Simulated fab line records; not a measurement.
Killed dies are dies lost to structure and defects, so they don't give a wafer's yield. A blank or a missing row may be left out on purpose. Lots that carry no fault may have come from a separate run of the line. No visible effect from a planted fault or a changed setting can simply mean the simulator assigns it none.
Code-filled problem report in 8D (eight disciplines) form | flow sky130 | the parts of the form that need people (team, actions taken, sign-off) are left out

## 1. THE ISSUE
temp c at SKY_CONTACT_STRIP_20 reads a mean of 75.93 C on 6 wafers of 2 lots; wafers without a fault read 72.48 C with a standard deviation of 0.11. That is +31 standard deviations from the usual mean.
The step: strips in post etch residue remover, time 1200 s.
The first sign was on wafer L965.1 at day 36 16:08, on wet bench-02. Wafers with a number at this step in the record: 39, from 13 lots. Rule for "out", or "out of limits": more than 4 standard deviations from the usual mean. Any other wafer with a number is counted as sound.

## 2. WHAT IT IS; WHAT IT IS NOT
question                    | is                        | is not
which readings at this step | temp c, bath guard temp C | -
which lots                  | L965, L966                | L951, L953, L954, L956, L958, L959, L960, L967, L970, L971, L974
which wafers of those lots  | all that have a number    | -
read on which tools         | wet bench-02              | wet bench-01, wet bench-03
when                        | from day 36 16:08         | up to then (21 sound wafers); but 12 sound wafers of L967, L970, L971, L974 came after

## 3. THE SUSPECTS, EACH WITH WHAT RULES IT OUT
Counting: any tool at a process step up to the reading is kept as a suspect provided that every lot that is out went through it and no sound lot did after the first of them.
- wet bench-02 at SKY_CONTACT_STRIP_20 (strips in post etch residue remover, time 1200 s): kept. It ran every lot that is out, first L965 (day 36 16:08), and no sound lot after that; its last sound lot up to then is L958 (day 34 18:27). Out on those wafers are its own readings of bath guard temp C, temp c.
Left after counting: wet bench-02 at SKY_CONTACT_STRIP_20.

## 4. THE CAUSE (what the simulator had put in)
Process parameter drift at SKY_CONTACT_STRIP_20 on wet bench-02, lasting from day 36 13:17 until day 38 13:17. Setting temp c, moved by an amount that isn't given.
The count eliminated every tool but this one.

## 5. THE EFFECT CHAIN, in route order
Rows list readings where the struck wafers' mean (over those with a number) sits beyond 3 standard deviations from the usual. Only readings for which the record gives a usual standard deviation are gone through. hours: the time from each lot's start at the first step in this table that gives one to its start at this step, as a median over the lots. sigmas: the change in usual standard deviations.
hours | step                 | reading           | usual   | on struck wafers | change | sigmas
0     | SKY_CONTACT_STRIP_20 | bath guard temp C | 72.9 C  | 77.2             | +4.3   | +6.8
0     | SKY_CONTACT_STRIP_20 | temp c            | 72.48 C | 75.93            | +3.45  | +31
The process steps in it:
- SKY_CONTACT_STRIP_20: strips in post etch residue remover, time 1200 s.

## 6. HOW IT WOULD HAVE BEEN CAUGHT EARLIER
The fault began at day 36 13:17; the first out-of-limits reading in this record came at day 36 16:08, 3 hours later.
